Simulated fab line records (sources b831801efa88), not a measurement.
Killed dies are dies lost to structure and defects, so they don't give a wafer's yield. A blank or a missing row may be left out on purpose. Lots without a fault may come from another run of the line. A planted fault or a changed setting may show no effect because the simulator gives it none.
Struck lot and sound lot, side by side || flow sky130 || 18 out of 708 route steps
Sound: the wafers L410.2, L410.3, L410.6. Struck: wafer L418.6 (left out: L418.1, L418.3 of the same lot, which were not struck); the cause appears at the end.
Per side, at each step with rows, come the tool, then ch with its chambers, and then its first start. Under that, the readings that differ: sound wafers || struck wafers || difference of the means || sigmas: that difference in standard deviations of wafers without a fault.
alike: same words and numbers on both sides, and readings whose means sit less than 2 such deviations apart. not compared: any withheld reading, any reading some wafer has no value for, any bound like >300 that may hide the same value, and any number with overlapping values for which the record gives no deviation.
Wherever a step has rows on one side only, a row that says differs or no value, or a row with sigmas, the two part there. Numbers that don't overlap but have no deviation are shown without sigmas and don't part them. A reading that every wafer of one side lacks parts them only if that side has two wafers or more.

first, 3 steps without rows for these wafers: SKY_VIA1_EXPOSE_09 (exposes mask VIM, target cd 150 nm); SKY_VIA1_PEB_10; SKY_VIA1_DEVELOP_11 (develop time 60 s).
SKY_VIA1_CD_MEAS_12: the cd target is 150 nm.
  struck on cd-sem-02, day 38 23:26; sound on cd-sem-02, day 36 07:46
  alike: cd-nm
SKY_VIA1_OVL_MEAS_13:
  struck on overlay-01, day 38 23:34; sound on overlay-02, day 36 07:53
  alike: VIA1_OVL
SKY_VIA1_ETCH_14: etches BARC in N2/H2, stops on SiO2, time 45.9 s, target depth 60 nm.
  sound on rie-diel-04 ch 0,3, day 36 07:55; struck on rie-diel-02 ch 0, day 38 23:36
  alike: chamber-pressure-mTorr, drypump-motor-current-A, oes-product-au, throttle-valve-pct
  not compared: rf-hours-counter-h
SKY_VIA1_ETCH_15: etches SiO2 in C4F8/O2/Ar, stops on TiN, target depth 351 nm, time 54 s.
  sound on rie-diel-04 ch 0,3, day 36 07:57; struck on rie-diel-02 ch 0, day 38 23:38
  alike: chamber-pressure-mTorr, oes-product-au
  not compared: rf-hours-counter-h
SKY_VIA1_STRIP_16: strips in O2/N2.
  sound on plasma-asher-04 ch 0,1, day 36 08:00; struck on plasma-asher-04 ch 1, day 38 23:41
  alike: chamber-pressure-mTorr, drypump-motor-current-A, oes-product-au, strip-time-to-endpoint-s
  not compared: rf-hours-counter-h
then, 3 steps without rows for these wafers: SKY_VIA1_STRIP_17 (strips in post etch residue remover, time 1200 s); SKY_VIA1_CLEAN_18 (cleans in IPA, time 180 s); SKY_VIA1_CLEAN_19 (cleans in O3/DIW).
SKY_VIA1_SPUTTER_20: material TiN, target thk 20 nm, time 80 s.
  struck on pvd-sputter-01, day 39 00:17; sound on pvd-sputter-04, day 36 08:38
  alike: chamber-pressure-pa, throttle-valve-pct
SKY_VIA1_CVD_21: deposits W, target thk 270 nm, time 80.902 s.
  sound on cvd-w-01 ch 0,1, day 36 08:41; struck on cvd-w-01 ch 1, day 39 00:20
{"reading": "model.W_of_VIA1_CVD_21.thk-nm (nm)", "sound": "276.1 275 265.9", "struck": 377.8, "difference": "+105.5", "sigmas": ""}
  alike: heater-power-w
SKY_VIA1_RS_MEAS_22: the measuring method here is four-point-probe.
  struck on film-metro-01, day 39 00:26; sound on film-metro-01, day 36 08:48
{"reading": "VIA1_W_RS (ohm/sq)", "sound": "0.418 0.418 0.433", "struck": 0.304, "difference": -0.119, "sigmas": -19}
SKY_VIA1_THK_MEAS_23: measures by xrf.
  struck on film-metro-01, day 39 00:33; sound on film-metro-01, day 36 08:55
{"reading": "VIA1_W_THK (nm)", "sound": "288 285 274", "struck": 395, "difference": "+113", "sigmas": "+23"}
SKY_VIA1_CMP_24: polishes, stops on SiO2, t overpolish 15 s, target thk 0 nm.
  sound on cmp-01 ch 0,2,3, day 36 09:01; struck on cmp-02 ch 2, day 39 00:48
{"reading": "time-to-endpoint-s (s)", "sound": "65.1 66.0 59.8", "struck": 89.3, "difference": "+25.7", "sigmas": "+9"}
  alike: motor-current-A, retaining-ring-pressure-frac
SKY_METAL2_SPUTTER_00: material Ti, target thk 15 nm, time 10 s.
  struck on pvd-sputter-03, day 39 01:03; sound on pvd-sputter-03, day 36 09:16
  alike: chamber-pressure-pa, throttle-valve-pct
-- the record jumps here: 10 days lie between the struck wafers' starts before and after (it left off in module METAL2 and takes up again in module PAD_OPEN, whose first step shown is number 708 of the route) --
SKY_PAD_OPEN_PROBE_99:
  struck on prober-02, day 49 11:57; sound on prober-02, day 47 11:56
{"reading": "defect-limited-yield (%)", "sound": "78.0 78.9 80.5", "struck": 83.9, "difference": "+4.8", "sigmas": "+3"}
{"reading": "killed-at-contacts", "sound": "28 34 28", "struck": 18, "difference": -12, "sigmas": -2}
{"reading": "killed-dies", "sound": "108 104 96", "struck": 79, "difference": -24, "sigmas": -2}
{"reading": "sort_bin_6_memory (%)", "sound": "8.5 8.3 5.9", "struck": 5.3, "difference": -2.3, "sigmas": -2}
{"reading": "sort-n-pass", "sound": "384 388 396", "struck": 413, "difference": "+24", "sigmas": "+2"}
{"reading": "sort-yield-pct (%)", "sound": "78.0 78.9 80.5", "struck": 83.9, "difference": "+4.8", "sigmas": "+3"}
  alike: killed_at_M0_to_M3, killed_at_M4_up, killed-at-front-end, killed-at-other, killed-on-rim, killed-open, killed-short, sort_bin_3_pad_short, sort_bin_5_function

== WHERE THEY PART ==
Earliest at SKY_VIA1_RS_MEAS_22; latest, in this record, at SKY_PAD_OPEN_PROBE_99.

WHY: whatever the simulator had introduced
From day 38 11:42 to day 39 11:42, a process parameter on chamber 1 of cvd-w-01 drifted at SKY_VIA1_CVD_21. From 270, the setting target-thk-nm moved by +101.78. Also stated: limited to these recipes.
